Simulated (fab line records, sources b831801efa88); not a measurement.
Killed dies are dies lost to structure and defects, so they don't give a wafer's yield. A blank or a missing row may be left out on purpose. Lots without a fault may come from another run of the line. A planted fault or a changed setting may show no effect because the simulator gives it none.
Chamber matching | flow gf180mcu | GF_V1_CMP_04 on cmp-01: 4 sister chambers
The step polishes SiO2. 4 wafers are shown with their chamber, then 7 later ones without.

WAFERS WITH THEIR CHAMBER
wafer  | chamber | motor_current_A (A)
L617.6 | 0       | 11.3
L621.4 | 1       | 11.4
L631.2 | 2       | 12.2
L631.3 | 3       | 9.5

WAFERS WITHOUT THEIR CHAMBER
wafer  | motor_current_A (A)
L631.4 | 11.5
L633.4 | 12.3
L633.5 | 10.0
L633.6 | 11.0
L634.2 | 12.6
L634.3 | 11.4
L634.6 | 11.4

WHICH CHAMBER EACH WENT THROUGH
wafer  | from the rows above     | in truth
L631.4 | can't be placed: 1 or 0 | 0
L633.4 | 2                       | 2
L633.5 | 3                       | 3
L633.6 | can't be placed: 0 or 1 | 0
L634.2 | 2                       | 2
L634.3 | can't be placed: 1 or 0 | 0
L634.6 | can't be placed: 1 or 0 | 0
Placed correctly: 3 of 7. Can't be placed from these rows: 4 (the true chamber is among the candidates in 4). Placed wrongly: 0.
How it was worked out, from the rows above alone: a wafer's distance from a chamber is the root of the sum, over the readings, of the square of ((its reading less the chamber's mean) divided by the reading's scatter). The wafer belongs to the nearest chamber; if the next one is less than 2 further off, it can't be placed. A chamber's mean is the mean of its shown wafers. The scatter: with one shown wafer a chamber, the root of the mean of the squares of how far each hidden wafer lies from its nearest shown one.
